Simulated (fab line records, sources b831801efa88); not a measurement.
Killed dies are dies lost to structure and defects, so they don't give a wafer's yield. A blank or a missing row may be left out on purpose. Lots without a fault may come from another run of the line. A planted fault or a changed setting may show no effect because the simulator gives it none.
fab line records | flow sky130
record lots=5 wafers=14 last_day=49
route steps=708 shown SD_P@327 RES_XHIGH@332 SD_N@342 SALICIDE@361 PAD_OPEN@708
lots that met no fault: from a run of the same line without faults
start_h: hours from the record's first day to the start of the lot's first wafer shown | wait_h: hours since the lot's step before | " the same as in the row above | L1.1+2: a row that stands for several wafers | - no value, or no start given | * or withheld: withheld | < > ~ a bound
route shown NAME@n: a module of which the file shows steps, and the number in the route of the first | usual: mean/standard deviation of fault-free wafers | same: alike in all rows | chamber/n: place in a boat | sites: the reading at each site | _std_site: their standard deviation | _edge_site: outer sites' mean less inner sites' | radius_mm: how far each site lies from the wafer's centre | mask NAME#n: copy n | behind: the tool/chamber that last shaped the wafer | hold: why the lot was held/for how many hours/how that ended | device: the transistor (n, p or np) that didn't switch | end of line: the same wafers' tests at the end of the route | a step without rows: its recipe alone | killed: dies lost to structure and defects at the first sort, not the wafer's yield | map: a wafer's dies, x killed, . not, _ none there
set.NAME: the setting as run; set.NAME@STEP: as run at that earlier step | model.NAME: the simulator's own value behind a step, which no gauge read
lots at some steps of the route; a table a step, a row a wafer
services: from which hour (start_h, from the record's first day; less than 0 if before it) a tool's chamber was out of use, for how many hours, and why
## steps
# step SKY_SD_P_CD_MEAS_07
# recipe target_cd_nm=380
# usual cd_nm=380.4/2.7
# columns lot.wafer tool chamber start_h wait_h cd_nm
L202.1 cd_sem-01 - 619.85 0.1 378.0
L202.5 " - " " 376.2
L202.6 " - " " 377.4
L201.1 cd_sem-01 - 623.36 0.1 381.3
L201.4 " - " " 381.2
L201.6 " - " " 381.1
L203.2 cd_sem-01 - 626.94 0.1 378.5
L203.3 " - " " 379.6
L203.4 " - " " 379.3
L209.1 cd_sem-02 - 680.42 0.1 380.2
L209.2 " - " " 377.8
L209.6 " - " " 379.3
L218.2 cd_sem-02 - 742.39 0.1 379.3
L218.6 " - " " 378.3
# step SKY_SD_P_OVL_MEAS_08
# usual SD_P_OVL=0.2/1.5
# columns lot.wafer tool chamber start_h wait_h SD_P_OVL[nm]
L202.1 overlay-02 - 619.97 0.1 -0.7
L202.5 " - " " 0.5
L202.6 " - " " -0.5
L201.1 overlay-01 - 623.48 0.1 -2.0
L201.4 " - " " -0.1
L201.6 " - " " -1.4
L203.2 overlay-01 - 627.05 0.1 -1.8
L203.3 " - " " -0.9
L203.4 " - " " -1.0
L209.1 overlay-02 - 680.54 0.1 0.7
L209.2 " - " " -0.1
L209.6 " - " " 0.1
L218.2 overlay-02 - 742.50 0.1 1.2
L218.6 " - " " 2.5
# step SKY_SD_P_IMPLANT_09
# recipe species=BF2 energy_kev=20 dose_cm2=3e+15 tilt_deg=0
# step SKY_SD_P_STRIP_10
# recipe chemistry=O2/N2 power_w=1400 pressure_mtorr=1500 platen_temp_c=withheld o2_flow_sccm=3000 n2_flow_sccm=300 overash_fraction=0.5
# usual chamber_pressure_mTorr=1500.1/1.5 drypump_motor_current_A=6.0/0.47 oes_product_au=0.617/0.0042 strip_time_to_endpoint_s=17.51/0.039
# columns lot.wafer tool chamber start_h wait_h chamber_pressure_mTorr drypump_motor_current_A oes_product_au rf_hours_counter_h strip_time_to_endpoint_s
L202.1 plasma_asher-04 0 620.16 0.1 1498.9 6.3 0.615 92 17.50
L202.5 " 1 " " 1498.9 5.2 0.623 - 17.48
L202.6 " 0 " " 1501.6 6.3 0.617 - 17.54
L201.1 plasma_asher-03 0 623.67 0.1 1500.4 6.3 0.620 80 17.48
L201.4 " 1 " " 1498.6 6.5 0.618 - 17.46
L201.6 " 1 " " 1498.4 6.5 0.622 - 17.46
L203.2 plasma_asher-03 0 627.23 0.1 1498.0 6.3 0.618 80 17.54
L203.3 " 0 " " 1499.8 6.3 0.615 - 17.46
L203.4 " 1 " " 1499.1 6.5 0.614 - 17.51
L209.1 plasma_asher-03 0 680.73 0.1 1499.3 6.2 0.617 85 17.46
L209.2 " 1 " " 1498.3 6.5 0.620 85 17.52
L209.6 " 1 " " 1502.3 6.5 0.611 - 17.52
L218.2 plasma_asher-02 1 742.68 0.1 1500.2 6.1 0.620 32 17.50
L218.6 " 1 " " 1499.6 6.1 0.619 - 17.46
# step SKY_SD_P_TW_MEAS_11
# usual SD_P_TW=2832/43
# columns lot.wafer tool chamber start_h wait_h SD_P_TW
L202.1 film_metro-04 - 620.26 0.1 2890
L202.5 " - " " 2877
L202.6 " - " " 2899
L201.1 film_metro-01 - 623.77 0.1 2775
L201.4 " - " " 2784
L201.6 " - " " 2796
L203.2 film_metro-04 - 627.34 0.1 2870
L203.3 " - " " 2858
L203.4 " - " " 2864
L209.1 film_metro-04 - 680.83 0.1 2891
L209.2 " - " " 2873
L209.6 " - " " 2868
L218.2 film_metro-02 - 742.79 0.1 2845
L218.6 " - " " 2847
# step SKY_RES_XHIGH_DEHYDRATE_00
# recipe temp_c=200 time_s=60
# step SKY_RES_XHIGH_HMDS_01
# recipe prime_time_s=60 prime_temp_c=120
# step SKY_RES_XHIGH_COAT_02
# recipe resist=NOVOLAK spin_rpm=3000 resist_thk_nm=1140
# step SKY_RES_XHIGH_SOFTBAKE_03
# recipe temp_c=90 time_s=60 resist=NOVOLAK
# step SKY_RES_XHIGH_EXPOSE_04
# recipe mask_id=URPM na=0.6 source_shape=conventional sigma_outer=0.6 polarization=unpolarized target_cd_nm=1270 dose_mj=140
# step SKY_RES_XHIGH_PEB_05
# recipe temp_c=withheld time_s=* resist=NOVOLAK
# step SKY_RES_XHIGH_DEVELOP_06
# recipe resist=NOVOLAK developer=TMAH develop_time_s=60 dev_temp_c=23
# step SKY_RES_XHIGH_IMPLANT_07
# recipe species=BF2 energy_kev=20 dose_cm2=3.6e+14 tilt_deg=0
# usual beam_on_s=40/3.6
# columns lot.wafer tool chamber start_h wait_h beam_on_s
L202.1 implanter-01 0 649.06 0.1 45
L202.5 " 0 " " 45
L202.6 " 0 " " 44
L201.1 implanter-03 0 652.94 0.1 35
L201.4 " 0 " " 36
L201.6 " 0 " " 35
L203.2 implanter-04 0 656.17 0.1 39
L203.3 " 0 " " 39
L203.4 " 0 " " 38
L209.1 implanter-01 0 709.11 0.1 45
L209.2 " 0 " " 45
L209.6 " 0 " " 46
L218.2 implanter-04 0 770.52 0.1 38
L218.6 " 0 " " 38
# step SKY_RES_XHIGH_STRIP_08
# recipe chemistry=O2/N2 power_w=1400 pressure_mtorr=1500 platen_temp_c=withheld o2_flow_sccm=3000 n2_flow_sccm=300 overash_fraction=0.5
# usual chamber_pressure_mTorr=1499.9/1.3 drypump_motor_current_A=5.9/0.45 oes_product_au=0.711/0.0046 strip_time_to_endpoint_s=14.28/0.038
# columns lot.wafer tool chamber start_h wait_h chamber_pressure_mTorr drypump_motor_current_A oes_product_au rf_hours_counter_h strip_time_to_endpoint_s
L202.1 plasma_asher-03 0 649.21 0.1 1497.8 6.3 0.715 82 14.34
L202.5 " 1 " " 1500.4 6.5 0.714 - 14.32
L202.6 " 0 " " 1500.2 6.3 0.710 - 14.34
L201.1 plasma_asher-02 0 653.09 0.1 1499.6 5.7 0.709 21 14.21
L201.4 " 0 " " 1499.5 5.7 0.706 - 14.27
L201.6 " 0 " " 1500.7 5.7 0.707 - 14.26
L203.2 plasma_asher-02 0 656.29 0.1 1499.6 5.7 0.714 22 14.33
L203.3 " 1 " " 1500.7 6.1 0.704 - 14.32
L203.4 " 0 " " 1501.4 5.7 0.709 - 14.30
L209.1 plasma_asher-01 1 709.26 0.1 1498.9 5.7 0.714 59 14.30
L209.2 " 0 " " 1500.6 5.2 0.709 59 14.32
L209.6 " 1 " " 1498.4 5.7 0.710 - 14.25
L218.2 plasma_asher-01 1 770.64 0.1 1500.0 5.7 0.720 65 14.22
L218.6 " 1 " " 1502.3 5.7 0.704 - 14.32
# step SKY_RES_XHIGH_TW_MEAS_09
# usual RES_XHIGH_TW=1635/28
# columns lot.wafer tool chamber start_h wait_h RES_XHIGH_TW
L202.1 film_metro-02 - 649.31 0.1 1639
L202.5 " - " " 1642
L202.6 " - " " 1643
L201.1 film_metro-02 - 653.19 0.1 1647
L201.4 " - " " 1641
L201.6 " - " " 1640
L203.2 film_metro-01 - 656.40 0.1 1614
L203.3 " - " " 1622
L203.4 " - " " 1609
L209.1 film_metro-01 - 709.36 0.1 1609
L209.2 " - " " 1599
L209.6 " - " " 1602
L218.2 film_metro-04 - 770.75 0.1 1565
L218.6 " - " " 1677
# step SKY_SD_N_DEHYDRATE_00
# recipe temp_c=200 time_s=60
# step SKY_SD_N_HMDS_01
# recipe prime_time_s=60 prime_temp_c=120
# step SKY_SD_N_COAT_02
# recipe resist=NOVOLAK spin_rpm=3000 resist_thk_nm=1140
# step SKY_SD_N_SOFTBAKE_03
# recipe temp_c=90 time_s=60 resist=NOVOLAK
# step SKY_SD_N_EXPOSE_04
# recipe mask_id=NSDM na=0.6 source_shape=conventional sigma_outer=0.6 polarization=unpolarized target_cd_nm=380 dose_mj=141
# step SKY_SD_N_PEB_05
# recipe temp_c=withheld time_s=* resist=NOVOLAK
# step SKY_SD_N_DEVELOP_06
# recipe resist=NOVOLAK developer=TMAH develop_time_s=60 dev_temp_c=23
# step SKY_SD_N_CD_MEAS_07
# recipe target_cd_nm=380
# usual cd_nm=379.8/2.4
# columns lot.wafer tool chamber start_h wait_h cd_nm
L202.1 cd_sem-02 - 677.84 0.1 383.8
L202.5 " - " " 384.2
L202.6 " - " " 383.9
L201.1 cd_sem-02 - 681.67 0.1 379.0
L201.4 " - " " 380.4
L201.6 " - " " 377.8
L203.2 cd_sem-02 - 684.14 0.1 380.2
L203.3 " - " " 382.0
L203.4 " - " " 381.8
L209.1 cd_sem-01 - 737.08 0.2 379.1
L209.2 " - " " 382.0
L209.6 " - " " 380.1
L218.2 cd_sem-01 - 796.34 0.1 377.9
L218.6 " - " " 377.1
# step SKY_SD_N_OVL_MEAS_08
# usual SD_N_OVL=0.5/1.4
# columns lot.wafer tool chamber start_h wait_h SD_N_OVL[nm]
L202.1 overlay-02 - 677.96 0.1 1.6
L202.5 " - " " 0.2
L202.6 " - " " 1.9
L201.1 overlay-01 - 681.79 0.1 1.2
L201.4 " - " " 0.9
L201.6 " - " " -0.6
L203.2 overlay-01 - 684.25 0.1 -2.0
L203.3 " - " " 0.0
L203.4 " - " " -0.9
L209.1 overlay-01 - 737.20 0.1 2.0
L209.2 " - " " 0.5
L209.6 " - " " 0.7
L218.2 overlay-02 - 796.45 0.1 0.0
L218.6 " - " " 1.2
# step SKY_SD_N_IMPLANT_09
# recipe species=As energy_kev=50 dose_cm2=4e+15 tilt_deg=0
# step SKY_SD_N_IMPLANT_10
# recipe species=P energy_kev=20 dose_cm2=1e+14 tilt_deg=0
# step SKY_SD_N_STRIP_11
# recipe chemistry=O2/N2 power_w=1400 pressure_mtorr=1500 platen_temp_c=withheld o2_flow_sccm=3000 n2_flow_sccm=300 overash_fraction=0.5
# usual chamber_pressure_mTorr=1500.1/1.5 drypump_motor_current_A=5.9/0.53 oes_product_au=0.528/0.0046 strip_time_to_endpoint_s=22.57/0.046
# columns lot.wafer tool chamber start_h wait_h chamber_pressure_mTorr drypump_motor_current_A oes_product_au rf_hours_counter_h strip_time_to_endpoint_s
L202.1 plasma_asher-03 1 678.30 0.1 1498.8 6.5 0.523 85 22.57
L202.5 " 0 " " 1499.8 6.3 0.527 - 22.57
L202.6 " 1 " " 1497.9 6.5 0.532 - 22.53
L201.1 plasma_asher-03 0 682.13 0.1 1499.6 6.3 0.528 86 22.56
L201.4 " 1 " " 1499.1 6.5 0.529 - 22.55
L201.6 " 0 " " 1501.5 6.3 0.528 - 22.56
L203.2 plasma_asher-01 0 684.58 0.1 1498.5 5.2 0.527 55 22.55
L203.3 " 1 " " 1500.2 5.7 0.533 - 22.53
L203.4 " 0 " " 1501.5 5.2 0.524 - 22.56
L209.1 plasma_asher-03 0 737.54 0.1 1501.0 6.3 0.529 92 22.55
L209.2 " 1 " " 1498.3 6.5 0.532 92 22.58
L209.6 " 1 " " 1503.1 6.5 0.526 - 22.57
L218.2 plasma_asher-04 1 796.78 0.1 1502.1 5.2 0.530 5 22.52
L218.6 " 1 " " 1501.1 5.2 0.529 - 22.56
# step SKY_SD_N_TW_MEAS_12
# usual SD_N_TW=4011/68
# columns lot.wafer tool chamber start_h wait_h SD_N_TW
L202.1 film_metro-01 - 678.40 0.1 3945
L202.5 " - " " 3909
L202.6 " - " " 3959
L201.1 film_metro-04 - 682.23 0.1 4027
L201.4 " - " " 4038
L201.6 " - " " 4033
L203.2 film_metro-04 - 684.69 0.1 4043
L203.3 " - " " 4066
L203.4 " - " " 4038
L209.1 film_metro-04 - 737.64 0.1 4061
L209.2 " - " " 4068
L209.6 " - " " 4052
L218.2 film_metro-04 - 796.89 0.1 4061
L218.6 " - " " 4085
# step SKY_SD_N_CLEAN_13
# recipe chemistry=SC1/SC2 mix=1:4:20 temp_c=70 time_s=150 dry=n2_spin
# step SKY_SD_N_RTA_14
# recipe temp_c=1075 time_s=2 idle_temp_c=650 ramp_up_c_per_s=150 ramp_down_c_per_s=90 ambient=N2
# usual chamber_o2_ppm=1.995/0.022 lamp_power_pct=15.74/0.048 wafer_temp_C_max=1078.1/1.4
# columns lot.wafer tool chamber start_h wait_h chamber_o2_ppm lamp_power_pct wafer_temp_C_max
L202.1 rtp_anneal-01 0 678.51 0.0 1.952 15.74 1080.3
L202.5 " 0 " " 1.956 15.76 1078.1
L202.6 " 0 " " 1.962 15.71 1079.9
L201.1 rtp_anneal-02 0 682.34 0.0 1.988 15.71 1077.1
L201.4 " 0 " " 2.010 15.77 1076.2
L201.6 " 0 " " 1.990 15.72 1078.4
L203.2 rtp_anneal-01 0 684.80 0.0 1.988 15.81 1078.5
L203.3 " 0 " " 1.986 15.74 1076.1
L203.4 " 0 " " 1.981 15.75 1079.1
L209.1 rtp_anneal-02 0 737.75 0.0 2.023 15.85 1077.1
L209.2 " 0 " " 2.036 15.83 1078.3
L209.6 " 0 " " 2.032 15.65 1076.5
L218.2 rtp_anneal-01 0 797.00 0.0 1.992 15.76 1079.3
L218.6 " 0 " " 2.011 15.77 1078.5
# step SKY_SD_N_RS_MEAS_16
# recipe thk_meas_gauge=four-point-probe
# usual SD_N_RS=68.56/0.12
# columns lot.wafer tool chamber start_h wait_h SD_N_RS[ohm/sq]
L202.1 film_metro-02 - 678.68 0.1 68.46
L202.5 " - " " 68.61
L202.6 " - " " 68.58
L201.1 film_metro-02 - 682.51 0.1 68.55
L201.4 " - " " 68.59
L201.6 " - " " 68.58
L203.2 film_metro-04 - 684.98 0.1 68.41
L203.3 " - " " 68.34
L203.4 " - " " 68.37
L209.1 film_metro-02 - 737.92 0.1 68.55
L209.2 " - " " 68.33
L209.6 " - " " 68.43
L218.2 film_metro-04 - 797.18 0.1 68.56
L218.6 " - " " 68.45
# step SKY_SD_N_RS_MEAS_17
# recipe thk_meas_gauge=four-point-probe
# usual SD_P_RS=147.1/0.34
# columns lot.wafer tool chamber start_h wait_h SD_P_RS[ohm/sq]
L202.1 film_metro-02 - 678.80 0.1 147.4
L202.5 " - " " 147.4
L202.6 " - " " 146.9
L201.1 film_metro-02 - 682.63 0.1 147.3
L201.4 " - " " 147.6
L201.6 " - " " 147.5
L203.2 film_metro-04 - 685.10 0.1 146.5
L203.3 " - " " 146.4
L203.4 " - " " 146.3
L209.1 film_metro-02 - 738.04 0.1 147.2
L209.2 " - " " 147.4
L209.6 " - " " 147.2
L218.2 film_metro-04 - 797.30 0.1 147.3
L218.6 " - " " 147.0
# step SKY_SD_N_RS_MEAS_18
# recipe thk_meas_gauge=four-point-probe
# usual RES_XHIGH_RS=333.2/1.1
# columns lot.wafer tool chamber start_h wait_h RES_XHIGH_RS[ohm/sq]
L202.1 film_metro-02 - 678.92 0.1 332.9
L202.5 " - " " 333.9
L202.6 " - " " 332.9
L201.1 film_metro-02 - 682.75 0.1 332.1
L201.4 " - " " 331.4
L201.6 " - " " 332.1
L203.2 film_metro-04 - 685.22 0.1 332.2
L203.3 " - " " 333.2
L203.4 " - " " 332.4
L209.1 film_metro-02 - 738.16 0.1 333.1
L209.2 " - " " 332.1
L209.6 " - " " 333.0
L218.2 film_metro-04 - 797.42 0.1 393.8
L218.6 " - " " 333.2
# step SKY_SALICIDE_CLEAN_00
# recipe chemistry=HF-last time_s=30 dilution=100:1 dry=ipa_marangoni
# step SKY_PAD_OPEN_PROBE_99
# usual killed_at_M0_to_M3=43/6.7 killed_at_M4_up=3.2/2.1 killed_at_contacts=25/5.9 killed_at_front_end=16/4.7 killed_at_other=0.3/0.54 killed_dies=87/9.8 killed_open=47/6.7 killed_short=40/6.5
# same gross_dies=492 killed_at_back_side=0
# columns lot.wafer tool chamber start_h wait_h killed_at_M0_to_M3 killed_at_M4_up killed_at_contacts killed_at_front_end killed_at_other killed_dies killed_open killed_short model.etest.res_xhigh_po.line_ohm_um model.etest.res_xhigh_po.rs_ohm_sq_range model.etest.res_xhigh_po.rs_ohm_sq model.etest.res_xhigh_po.rs_ohm_sq_rim_less_centre
L202.1 prober-02 - 1101.51 0.1 36 0 23 12 0 71 44 27 5630 100.9 1962 84.13
L202.5 prober-02 - 1101.71 0.2 33 7 32 13 0 85 44 41 5643 99.51 1967 80.69
L202.6 prober-02 - 1101.76 0.2 44 5 15 23 0 87 46 41 5879 103.9 2040 69.9
L201.1 prober-01 - 1106.25 0.1 57 2 19 23 0 101 53 48 5681 83.29 2025 38.93
L201.4 prober-01 - 1106.40 0.2 38 2 25 26 1 92 41 51 5661 79.69 2004 56.66
L201.6 prober-01 - 1106.50 0.2 40 6 23 19 0 88 44 44 5789 85.87 1996 59.89
L203.2 prober-02 - 1108.60 0.1 37 1 31 13 0 82 47 35 5885 86.83 2057 44.1
L203.3 prober-02 - 1108.65 0.2 41 4 35 15 0 95 47 48 5669 72.33 2020 40.21
L203.4 prober-02 - 1108.70 0.2 40 4 31 16 1 92 46 46 5765 84.38 1998 42.36
L209.1 prober-02 - 1145.13 0.1 42 3 24 16 0 85 42 42 5929 78.92 2092 -34.02
L209.2 prober-02 - 1145.18 0.1 42 1 17 18 0 78 48 30 5491 69.11 1927 -24.56
L209.6 prober-02 - 1145.38 0.2 42 5 29 21 0 97 50 46 5538 81.43 1978 -41.62
L218.2 prober-01 - 1184.79 0.1 44 0 26 16 0 86 51 35 1.152e+04 2199 4078 -1113
L218.6 prober-01 - 1184.99 0.2 46 5 34 21 0 106 63 43 5748 38.97 1988 -6.763
# killed by level:class
L202.1 CONTACT:geometric_particle:open=13 VIA1:geometric_particle:open=10 METAL2:geometric_particle:short=5 VIA3:geometric_particle:open=5 VIA2:geometric_particle:short=4 VIA2:geometric_particle:open=4 LI_CONTACT:geometric_particle:short=3 LI_CONTACT:geometric_particle:open=3
L202.5 LI_CONTACT:geometric_particle:open=10 VIA1:geometric_particle:open=9 CONTACT:geometric_particle:open=7 CONTACT:geometric_particle:short=6 POLY_GATE:geometric_particle:short=5 METAL4:geometric_particle:short=5 LOCAL_INTERCONNECT:geometric_particle:short=5 VIA2:geometric_particle:open=5
L202.6 VIA1:geometric_particle:open=10 VIA2:geometric_particle:open=7 VIA3:geometric_particle:open=7 CONTACT:geometric_particle:open=6 FIELD_ISO:geometric_particle:open=5 POLY_GATE:geometric_particle:short=5 LOCAL_INTERCONNECT:geometric_particle:short=5 VIA1:geometric_particle:short=5
L201.1 VIA1:geometric_particle:open=18 METAL2:geometric_particle:short=10 FIELD_ISO:geometric_particle:open=9 VIA1:geometric_particle:short=6 LOCAL_INTERCONNECT:geometric_particle:short=5 FIELD_ISO:geometric_particle:short=4 LI_CONTACT:geometric_particle:open=4 CONTACT:geometric_particle:short=4
L201.4 VIA1:geometric_particle:open=9 VIA1:geometric_particle:short=9 POLY_GATE:geometric_particle:open=7 SPACER:geometric_particle:short=7 LI_CONTACT:geometric_particle:short=6 CONTACT:geometric_particle:open=6 FIELD_ISO:geometric_particle:short=5 CONTACT:geometric_particle:short=5
L201.6 LI_CONTACT:geometric_particle:open=9 VIA1:geometric_particle:open=8 FIELD_ISO:geometric_particle:short=7 VIA2:geometric_particle:open=6 VIA1:geometric_particle:short=6 FIELD_ISO:geometric_particle:open=5 CONTACT:geometric_particle:open=5 METAL1:geometric_particle:short=5
L203.2 CONTACT:geometric_particle:open=10 LI_CONTACT:geometric_particle:open=8 VIA1:geometric_particle:open=8 METAL1:geometric_particle:short=7 CONTACT:geometric_particle:short=6 VIA2:geometric_particle:open=5 POLY_GATE:geometric_particle:open=4 LI_CONTACT:geometric_particle:short=4
L203.3 VIA1:geometric_particle:open=11 LI_CONTACT:geometric_particle:open=10 LI_CONTACT:geometric_particle:short=7 LOCAL_INTERCONNECT:geometric_particle:short=7 VIA2:geometric_particle:open=7 FIELD_ISO:geometric_particle:short=5 CONTACT:geometric_particle:short=5 METAL2:geometric_particle:short=5
L203.4 CONTACT:geometric_particle:open=14 METAL1:geometric_particle:short=10 VIA1:geometric_particle:open=7 LOCAL_INTERCONNECT:geometric_particle:short=6 POLY_GATE:geometric_particle:short=5 LI_CONTACT:geometric_particle:open=5 VIA3:geometric_particle:open=5 VIA2:geometric_particle:short=5
L209.1 CONTACT:geometric_particle:open=9 VIA2:geometric_particle:open=9 CONTACT:geometric_particle:short=7 METAL2:geometric_particle:short=7 VIA1:geometric_particle:short=6 VIA3:geometric_particle:open=6 POLY_GATE:geometric_particle:short=5 LI_CONTACT:geometric_particle:open=5
L209.2 VIA1:geometric_particle:open=10 VIA2:geometric_particle:open=8 VIA1:geometric_particle:short=7 FIELD_ISO:geometric_particle:open=6 VIA3:geometric_particle:open=6 FIELD_ISO:geometric_particle:short=5 LI_CONTACT:geometric_particle:open=5 CONTACT:geometric_particle:open=5
L209.6 VIA1:geometric_particle:open=15 METAL2:geometric_particle:short=9 CONTACT:geometric_particle:open=8 VIA2:geometric_particle:open=7 FIELD_ISO:geometric_particle:short=6 LI_CONTACT:geometric_particle:open=6 CONTACT:geometric_particle:short=6 LOCAL_INTERCONNECT:geometric_particle:short=5
L218.2 LI_CONTACT:geometric_particle:open=13 VIA3:geometric_particle:open=9 VIA1:geometric_particle:open=8 VIA2:geometric_particle:open=7 FIELD_ISO:geometric_particle:short=6 VIA1:geometric_particle:short=6 CONTACT:geometric_particle:open=6 FIELD_ISO:geometric_particle:open=5
L218.6 VIA2:geometric_particle:open=13 LI_CONTACT:geometric_particle:open=11 CONTACT:geometric_particle:open=11 POLY_GATE:geometric_particle:short=9 CONTACT:geometric_particle:short=9 VIA3:geometric_particle:open=6 METAL1:geometric_particle:open=5 VIA1:geometric_particle:open=5
## services
# columns tool chamber start_h hours kind
implanter-01 - 607.07 4.1 repair
plasma_asher-01 - 622.72 1.8 repair
implanter-01 - 656.12 3.2 pm
implanter-04 - 656.32 5.9 repair
plasma_asher-04 - 659.00 1.8 repair
implanter-03 - 667.64 1.9 repair
plasma_asher-04 - 683.71 37.8 repair
rtp_anneal-02 - 705.37 5.2 pm
plasma_asher-04 - 733.75 9.0 pm
plasma_asher-04 0 733.75 9.0 vent_cycle
plasma_asher-04 1 733.75 9.0 vent_cycle
implanter-03 - 742.03 45.8 repair
plasma_asher-04 0 742.75 - clean
plasma_asher-04 1 742.75 - clean
plasma_asher-01 - 755.24 1.5 repair
plasma_asher-03 - 766.98 2.8 pm
plasma_asher-04 - 767.32 0.8 repair
plasma_asher-04 - 777.62 2.9 repair
## key
first_sign step=SKY_SD_N_RS_MEAS_18 reading=RES_XHIGH_RS direction=up sigmas=57 usual=333.2 struck=393.8
effect none on later readings
model_effect step=SKY_PAD_OPEN_PROBE_99 value=etest.res_xhigh_po.line_ohm_um without=5588 struck=1.152e+04
met_at SKY_RES_XHIGH_IMPLANT_07
struck_wafers L218.2
tester_left_out L218
onset_between 656.17 770.52
fault kind=process_parameter_drift tool=implanter-04 chamber=- onset_h=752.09 steps=SKY_RES_XHIGH_IMPLANT_07 channel=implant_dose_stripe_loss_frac offset=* shape=step end_h=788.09 scope=struck_wafers_only
# tester_left_out: of these lots the tester's yield and bins aren't shown, on N5 and GAA mostly nor the transistor test; their killed dies are dies lost to structure and defects alone, not to doping, threshold or leakage, so they don't give the yield
